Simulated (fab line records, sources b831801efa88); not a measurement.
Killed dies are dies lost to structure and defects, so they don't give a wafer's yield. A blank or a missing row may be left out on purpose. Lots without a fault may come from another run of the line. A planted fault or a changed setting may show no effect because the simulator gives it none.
A struck lot beside a sound one | flow sky130 | 27 steps out of a route of 708
Sound: wafers L291.1, L291.5, L291.6. Struck: wafers L304.1, L304.2. (L304.3 of the same lot was not struck and is left out.) The cause comes at the end.
At each step with rows: each side's tool, then ch and its chambers, then its first start. Under that, the readings that differ: sound wafers | struck wafers | difference of the means | sigmas: that difference in standard deviations of wafers without a fault.
alike: readings whose means differ by less than 2 such deviations, and words and numbers that are the same on both sides. not compared: withheld readings, readings that some wafer has no value for, bounds like >300 that may hide the same value, and numbers for which the record gives no deviation and whose values overlap.
The two part at a step that has a row with sigmas, a row that says differs or no value, or rows on one side only. Numbers that don't overlap but have no deviation are shown without sigmas and don't part them. A reading that every wafer of one side lacks parts them only if that side has two wafers or more.

SKY_VIA4_ETCH_12: etches SiO2 in C4F8/O2/Ar, stops on TiN, target depth 580 nm.
  sound on rie_diel-04 ch 0,1,2, day 43 03:29; struck on rie_diel-01 ch 0,2, day 46 20:05
  alike: oes_product_au
then, 4 steps without rows for these wafers: SKY_VIA4_STRIP_13 (strips in O2/N2); SKY_VIA4_STRIP_14 (strips in post etch residue remover, time 1200 s); SKY_VIA4_CLEAN_15 (cleans in IPA, time 180 s); SKY_VIA4_CLEAN_16 (cleans in O3/DIW).
SKY_VIA4_SPUTTER_17: material TiN, target thk 20 nm, time 80 s.
  sound on pvd_sputter-03, day 43 04:10; struck on pvd_sputter-01, day 46 20:45
  alike: throttle_valve_pct
then, 1 step without rows for these wafers: SKY_VIA4_CVD_18 (deposits W, target thk 505 nm, time 152.14 s).
SKY_VIA4_RS_MEAS_19: measures by four-point-probe.
  sound on film_metro-01, day 43 04:23; struck on film_metro-04, day 46 20:58
  alike: VIA4_W_RS
SKY_VIA4_THK_MEAS_20: measures by xrf.
  sound on film_metro-01, day 43 04:30; struck on film_metro-04, day 46 21:05
  alike: VIA4_W_THK
then, 1 step without rows for these wafers: SKY_VIA4_CMP_21 (polishes, stops on SiO2, t overpolish 25 s, target thk 0 nm).
SKY_METAL5_SPUTTER_00: material Ti, target thk 15 nm, time 10 s.
  sound on pvd_sputter-03, day 43 04:52; struck on pvd_sputter-02, day 46 21:42
  alike: throttle_valve_pct
then, 1 step without rows for these wafers: SKY_METAL5_SPUTTER_01 (material TiN, target thk 20 nm, time 16.7 s).
SKY_METAL5_SPUTTER_02: material AlCu, target thk 1150 nm, time 61.2 s.
  sound on pvd_sputter-03, day 43 04:55; struck on pvd_sputter-02, day 46 21:45
  reading                                     | sound          | struck    | difference | sigmas
  model.AlCu_of_METAL5_SPUTTER_02.thk_nm (nm) | 1134 1128 1119 | 1646 1646 | +519       |
  alike: throttle_valve_pct
then, 1 step without rows for these wafers: SKY_METAL5_SPUTTER_03 (material Ti, target thk 5 nm, time 3.3 s).
SKY_METAL5_SPUTTER_04: material TiN, target thk 70 nm, time 58.3 s.
  sound on pvd_sputter-03, day 43 04:59; struck on pvd_sputter-02, day 46 21:49
  alike: throttle_valve_pct
SKY_METAL5_RS_MEAS_05: measures by four-point-probe.
  sound on film_metro-01, day 43 05:02; struck on film_metro-04, day 46 21:52
  reading                 | sound                  | struck         | difference | sigmas
  METAL5_ALCU_RS (ohm/sq) | 0.0274 0.02759 0.02781 | 0.01887 0.0188 | -0.00876   | -31
SKY_METAL5_THK_MEAS_06: measures by xrf.
  sound on film_metro-01, day 43 05:09; struck on film_metro-04, day 46 21:59
  reading              | sound          | struck    | difference | sigmas
  METAL5_ALCU_THK (nm) | 1149 1154 1125 | 1660 1654 | +514       | +47
then, 7 steps without rows for these wafers: SKY_METAL5_DEHYDRATE_07 (time 60 s); SKY_METAL5_HMDS_08 (prime time 60 s); SKY_METAL5_COAT_09 (resist thk 1800 nm); SKY_METAL5_SOFTBAKE_10 (time 60 s); SKY_METAL5_EXPOSE_11 (exposes mask MM5, target cd 1600 nm); SKY_METAL5_PEB_12; SKY_METAL5_DEVELOP_13 (develop time 60 s).
SKY_METAL5_DESCUM_14: chemistry O2, time 11 s.
  sound on rie_metal-02 ch 0,1, day 44 03:18; struck on rie_metal-03 ch 0,1, day 47 17:34
  alike: drypump_motor_current_A, oes_product_au
  not compared: rf_hours_counter_h
SKY_METAL5_METAL_ETCH_15: etches the open film in Cl2/BCl3, stops on SiO2, target depth 1260 nm, time 252 s.
  sound on rie_metal-02 ch 0,1, day 44 03:20; struck on rie_metal-03 ch 0,1, day 47 17:36
  reading               | sound             | struck      | difference | sigmas
  oes_product_au (a.u.) | 0.897 0.894 0.895 | 1.002 0.998 | +0.105     | +22
  alike: drypump_motor_current_A, throttle_valve_pct
  not compared: rf_hours_counter_h
then, 1 step without rows for these wafers: SKY_METAL5_STRIP_16 (strips in O2/N2).

WHERE THEY PART
First at SKY_METAL5_RS_MEAS_05; last, within this record, at SKY_METAL5_METAL_ETCH_15.

WHY: what the simulator had put in
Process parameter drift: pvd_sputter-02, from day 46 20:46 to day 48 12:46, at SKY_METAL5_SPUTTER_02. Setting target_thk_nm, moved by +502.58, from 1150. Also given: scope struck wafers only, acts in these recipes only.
